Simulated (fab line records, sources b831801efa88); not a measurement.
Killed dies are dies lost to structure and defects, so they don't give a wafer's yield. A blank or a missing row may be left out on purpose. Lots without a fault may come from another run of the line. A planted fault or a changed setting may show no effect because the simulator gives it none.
Which tool did it? | flow gf180mcu | 6 lots, 18 wafers sampled, at 2 steps of a route of 602

WHAT THE GAUGES READ, wafer by wafer
GF_PSD_RS_MEAS_14: measures by four-point-probe.
lot  | measured     | on            | NSD_RS (ohm/sq)
L564 | day 14 13:35 | film_metro-01 | 46.24 46.25 46.17
L566 | day 15 06:12 | film_metro-01 | 46.10 46.24 46.14
L569 | day 16 04:16 | film_metro-01 | 46.04 43.48 43.58 46.07 43.50 43.50
L578 | day 19 08:32 | film_metro-02 | 46.02 46.14 46.12
L582 | day 20 19:43 | film_metro-02 | 46.19 46.17 46.14
L584 | day 21 21:22 | film_metro-01 | 46.18 46.27 46.24

WHICH TOOL RAN EACH LOT (tool, then ch and the chambers of the sampled wafers, then the start)
lot  | GF_PSD_RTA_13
L564 | rtp_anneal-02 ch 0, day 14 13:29
L566 | rtp_anneal-01 ch 0, day 15 06:06
L569 | rtp_anneal-02 ch 0, day 16 04:10
L578 | rtp_anneal-01 ch 0, day 19 08:27
L582 | rtp_anneal-02 ch 0, day 20 19:38
L584 | rtp_anneal-02 ch 0, day 21 21:17
- GF_PSD_RTA_13: time 20 s.

THE ANSWER, worked out from the rows above alone
Rule: what is usual is taken from the lots themselves. Put in order of their means at a reading, lots are off if they are a third of the lots or fewer, leave a main group of 4 or more, and stand apart from it by a gap of 3 or more times the standard deviation of the main group's means; of several such gaps the widest counts. A main group whose means are all the same, to the digits that the tables above print for the reading, isn't used. A lot without any number at a reading at which 4 lots or more have one is off too. The other lots that the step has rows for count as sound.
Off: L569, at GF_PSD_RS_MEAS_14 (NSD_RS). The main group: mean 46.17 ohm/sq, standard deviation 0.049.
A tool fits if, at a process step before that reading, it ran every lot that is off, and no sound lot after the first of them. The gauges at GF_PSD_RS_MEAS_14 are tried like those tools. None of those tried fits.

WHAT THE SIMULATOR HAD PUT IN
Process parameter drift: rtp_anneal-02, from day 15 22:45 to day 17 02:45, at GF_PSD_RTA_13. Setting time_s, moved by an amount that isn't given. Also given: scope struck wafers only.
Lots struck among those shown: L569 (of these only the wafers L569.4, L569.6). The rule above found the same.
